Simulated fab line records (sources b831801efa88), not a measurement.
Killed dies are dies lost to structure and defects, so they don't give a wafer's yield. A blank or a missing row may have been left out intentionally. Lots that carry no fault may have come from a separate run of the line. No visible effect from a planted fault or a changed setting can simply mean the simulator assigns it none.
Which of the tools did it?    flow gf180mcu    Sampling: 14 lots, 41 wafers, 6 of 602 route steps

WHAT EACH GAUGE READ, for each wafer
GF_CONTACT_THK_MEAS_03.
lot   measured      on             CONTACT_CVD_02_THK (nm)
L169  day 15 18:02  film-metro-02  858 867 874
L170  day 15 18:27  film-metro-03  851 844 858
L173  day 16 01:40  film-metro-01  847 859 859
L175  day 16 21:33  film-metro-03  869 877 892
L176  day 17 01:04  film-metro-02  842 855
L181  day 19 01:04  film-metro-03  866 848 875
L182  day 19 05:12  film-metro-01  855 869 847
L183  day 20 02:21  film-metro-02  864 842 860
L184  day 20 05:59  film-metro-03  844 849 843
L186  day 21 01:32  film-metro-01  849 861 883
L187  day 21 06:14  film-metro-03  853 871 871
L188  day 21 18:20  film-metro-01  837 841 856
L189  day 22 00:38  film-metro-02  856 865 853
L190  day 22 10:26  film-metro-01  870 874 879

GF_CONTACT_BOW_MEAS_05.
lot   measured      on             CONTACT_BOW (um)
L169  day 15 18:23  film-metro-02  64 53 73
L170  day 15 18:49  film-metro-02  71 74 50
L173  day 16 02:02  film-metro-02  65 66 66
L175  day 16 21:55  film-metro-02  75 72 72
L176  day 17 01:25  film-metro-02  62 61
L181  day 19 01:26  film-metro-03  53 63 59
L182  day 19 05:35  film-metro-03  66 61 73
L183  day 20 02:43  film-metro-03  73 72 60
L184  day 20 06:20  film-metro-03  60 57 61
L186  day 21 01:53  film-metro-01  68 69 63
L187  day 21 06:35  film-metro-03  73 53 56
L188  day 21 18:42  film-metro-02  79 66 68
L189  day 22 01:00  film-metro-03  64 66 71
L190  day 22 10:49  film-metro-02  73 61 63

GF_CONTACT_OVL_MEAS_15.
lot   measured      on          CONTACT_OVL (nm)
L169  day 16 18:06  overlay-01  6 10 8
L170  day 16 18:13  overlay-02  8 11 14
L173  day 17 01:19  overlay-01  1 0 -3
L175  day 17 22:36  overlay-02  -1 1 10
L176  day 18 02:06  overlay-02  4 4
L181  day 20 02:42  overlay-02  -8 -8 -6
L182  day 20 06:16  overlay-02  0 -1 8
L183  day 21 01:48  overlay-01  -6 1 -5
L184  day 21 05:09  overlay-01  4 4 -4
L186  day 22 00:26  overlay-02  5 -1 5
L187  day 22 04:51  overlay-01  -2 1 -8
L188  day 22 17:24  overlay-01  -7 -9 -2
L189  day 22 23:52  overlay-02  3 -9 0
L190  day 23 09:22  overlay-01  2 6 7

GF_CONTACT_RS_MEAS_25: measures by four-point-probe.
lot   measured      on             CONTACT_W_RS (ohm/sq)
L169  day 16 18:50  film-metro-03  0.376 0.375 0.377
L170  day 16 19:01  film-metro-02  0.378 0.377 0.374
L173  day 17 02:08  film-metro-02  0.382 0.423 0.385
L175  day 17 23:20  film-metro-01  0.379 0.378 0.421
L176  day 18 02:49  film-metro-03  0.385 0.426
L181  day 20 03:24  film-metro-03  0.374 0.378 0.379
L182  day 20 06:59  film-metro-01  0.376 0.382 0.380
L183  day 21 02:31  film-metro-03  0.375 0.372 0.371
L184  day 21 05:57  film-metro-03  0.375 0.370 0.375
L186  day 22 01:07  film-metro-02  0.387 0.382 0.383
L187  day 22 05:33  film-metro-02  0.383 0.383 0.385
L188  day 22 18:06  film-metro-01  0.377 0.378 0.378
L189  day 23 00:34  film-metro-01  0.387 0.384 0.382
L190  day 23 10:05  film-metro-01  0.381 0.386 0.380

GF_CONTACT_THK_MEAS_26: measures by xrf.
lot   measured      on             CONTACT_W_THK (nm)
L169  day 16 18:58  film-metro-03  303 303 303
L170  day 16 19:08  film-metro-02  304 305 307
L173  day 17 02:14  film-metro-02  300 272 299
L175  day 17 23:27  film-metro-01  295 298 268
L176  day 18 02:56  film-metro-03  295 265
L181  day 20 03:31  film-metro-03  303 299 297
L182  day 20 07:05  film-metro-01  300 296 298
L183  day 21 02:37  film-metro-03  302 305 305
L184  day 21 06:04  film-metro-03  304 305 302
L186  day 22 01:14  film-metro-02  297 302 299
L187  day 22 05:40  film-metro-02  301 300 300
L188  day 22 18:13  film-metro-01  296 299 298
L189  day 23 00:41  film-metro-01  291 292 295
L190  day 23 10:11  film-metro-01  294 292 296

WHAT TOOL EACH LOT RAN ON (gives the tool, then ch and the chambers of the sampled wafers, and finally the start)
lot   GF_CONTACT_CVD_24
L169  cvd-w-01 ch 0,1, day 16 18:44
L170  cvd-w-02 ch 0, day 16 18:50
L173  cvd-w-02 ch 0, day 17 01:58
L175  cvd-w-02 ch 0,1, day 17 23:14
L176  cvd-w-02 ch 0,1, day 18 02:43
L181  cvd-w-01 ch 0,1, day 20 03:18
L182  cvd-w-02 ch 0,1, day 20 06:53
L183  cvd-w-01 ch 0,1, day 21 02:23
L184  cvd-w-01 ch 0,1, day 21 05:51
L186  cvd-w-02 ch 0,1, day 22 01:01
L187  cvd-w-02 ch 0,1, day 22 05:27
L188  cvd-w-02 ch 0,1, day 22 18:00
L189  cvd-w-02 ch 0,1, day 23 00:27
L190  cvd-w-02 ch 0,1, day 23 09:59
- GF_CONTACT_CVD_24: deposits W, target thk 300 nm, time 90.339 s.

AS READ BY THE TOOLS THEMSELVES (means over the sampled wafers that have a number; for cases with no such wafer, the mark the record gives instead)
GF_CONTACT_CVD_24.
lot   tool      heater-power-w (W)
L169  cvd-w-01  882
L170  cvd-w-02  910
L173  cvd-w-02  927
L175  cvd-w-02  881
L176  cvd-w-02  855
L181  cvd-w-01  873
L182  cvd-w-02  825
L183  cvd-w-01  896
L184  cvd-w-01  897
L186  cvd-w-02  829
L187  cvd-w-02  827
L188  cvd-w-02  873
L189  cvd-w-02  856
L190  cvd-w-02  866

THE ANSWER, worked out from the rows above alone
Rule: the usual values come from the lots themselves. Put in order of their means at a reading, lots are off if they are a third of the lots or fewer, leave a main group of 4 or more, and stand apart from it by a gap of 3 or more times the standard deviation of the main group's means; of several such gaps the widest counts. A main group is skipped when, at the precision printed for the reading in the tables above, its means are all equal. Also off: a lot with no number at a reading for which 4 or more lots have one. Any other lot the step has rows for is counted as sound. Order of review: gauges by route order, followed by the tools' own readings, for which a lot's mean as printed above is used. The first step at which some lot is off is used, and at that step the reading that is off furthest; a lot without a number counts as furthest.
No lot is off at any reading shown: from this, nothing can be told.

WHAT WAS PUT IN BY THE SIMULATOR
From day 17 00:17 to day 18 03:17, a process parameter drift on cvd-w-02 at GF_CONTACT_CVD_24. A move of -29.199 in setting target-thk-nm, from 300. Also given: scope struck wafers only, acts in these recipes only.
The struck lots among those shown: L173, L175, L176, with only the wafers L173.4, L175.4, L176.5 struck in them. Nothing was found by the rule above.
